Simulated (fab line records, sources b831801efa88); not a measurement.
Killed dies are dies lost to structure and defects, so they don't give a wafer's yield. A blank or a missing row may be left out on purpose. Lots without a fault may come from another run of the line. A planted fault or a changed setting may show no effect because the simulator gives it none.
A struck lot beside a sound one | flow gf180mcu | 3 steps out of a route of 602
Sound: wafers L386.1, L386.2, L386.4. Struck: wafers L390.3, L390.4, L390.6. The cause comes at the end.
At each step with rows: each side's tool, then ch and its chambers, then its first start. Under that, the readings that differ: sound wafers | struck wafers | difference of the means | sigmas: that difference in standard deviations of wafers without a fault.
alike: readings whose means differ by less than 2 such deviations, and words and numbers that are the same on both sides. not compared: withheld readings, readings that some wafer has no value for, bounds like >300 that may hide the same value, and numbers for which the record gives no deviation and whose values overlap.
The two part at a step that has a row with sigmas, a row that says differs or no value, or rows on one side only. Numbers that don't overlap but have no deviation are shown without sigmas and don't part them. A reading that every wafer of one side lacks parts them only if that side has two wafers or more.

GF_STI_BOW_MEAS_00:
  sound on film_metro-01, day 3 02:00; struck on film_metro-04, day 3 22:02
  alike: INCOMING_BOW
GF_STI_OXIDATION_01: stabilise 600 s, purge 300 s, target thk 10 nm.
  sound on furnace-01 ch 0, day 3 02:07; struck on furnace-02, day 3 22:07
  no value came back on the struck wafers for ox_temp_c (C), ox_temp_c_max, zone_power_bottom_pct (%); on the sound wafers ox_temp_c (C) reads 899.6 899.7 900.7
then, 1 step without rows for these wafers: GF_STI_CVD_03 (deposits Si3N4 from DCS/NH3, target thk 207.16 nm, time 3551 s).

WHERE THEY PART
Only at GF_STI_OXIDATION_01, within this record.

WHY: what the simulator had put in
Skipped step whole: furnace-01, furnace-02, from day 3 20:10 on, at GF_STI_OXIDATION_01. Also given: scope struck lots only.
